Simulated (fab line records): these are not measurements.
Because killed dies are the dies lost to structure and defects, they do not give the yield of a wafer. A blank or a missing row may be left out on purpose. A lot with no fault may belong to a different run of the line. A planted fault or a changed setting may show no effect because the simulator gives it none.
Chamber matching || flow gf180mcu || 4 sister chambers for GF_V3_CMP_26 on cmp-01
The step polishes, stops on SiO2, t overpolish 15 s, target thk 0 nm. 4 wafers are shown with their chamber, then 6 later ones without.

WAFERS, EACH WITH ITS CHAMBER
{"wafer": "L614.6", "chamber": 1, "motor-current-A (A)": 10.4}
{"wafer": "L626.1", "chamber": 0, "motor-current-A (A)": 9.5}
{"wafer": "L626.2", "chamber": 3, "motor-current-A (A)": 9.8}
{"wafer": "L626.4", "chamber": 2, "motor-current-A (A)": 11.3}

WAFERS WHOSE CHAMBER IS MISSING
{"wafer": "L631.1", "motor-current-A (A)": 10.4}
{"wafer": "L631.2", "motor-current-A (A)": 10.2}
{"wafer": "L631.3", "motor-current-A (A)": 10.7}
{"wafer": "L633.2", "motor-current-A (A)": 9.7}
{"wafer": "L633.3", "motor-current-A (A)": 10.0}
{"wafer": "L633.5", "motor-current-A (A)": 8.9}

EACH ONE'S CHAMBER
{"wafer": "L631.1", "from the rows above": 1, "in truth": 1}
{"wafer": "L631.2", "from the rows above": "can't be placed: 1 or 3 or 0", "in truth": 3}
{"wafer": "L631.3", "from the rows above": "can't be placed: 1 or 2", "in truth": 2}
{"wafer": "L633.2", "from the rows above": "can't be placed: 3 or 0", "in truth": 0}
{"wafer": "L633.3", "from the rows above": "can't be placed: 3 or 1 or 0", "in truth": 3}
{"wafer": "L633.5", "from the rows above": "can't be placed: 0 or 3", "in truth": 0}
Placed correctly: 1 of 6. From these rows, 5 cannot be placed; in 5 the true chamber is one of the candidates. Placed wrongly: 0.
How it was worked out, from the rows above alone: a wafer's distance from a chamber is the root of the sum, over the readings, of the square of ((its reading less the chamber's mean) divided by the reading's scatter). The wafer belongs to the nearest chamber; if the next one is less than 2 further off, it can't be placed. Each chamber's mean is taken over the wafers shown for it. The scatter: with one shown wafer a chamber, the root of the mean of the squares of how far each hidden wafer lies from its nearest shown one.
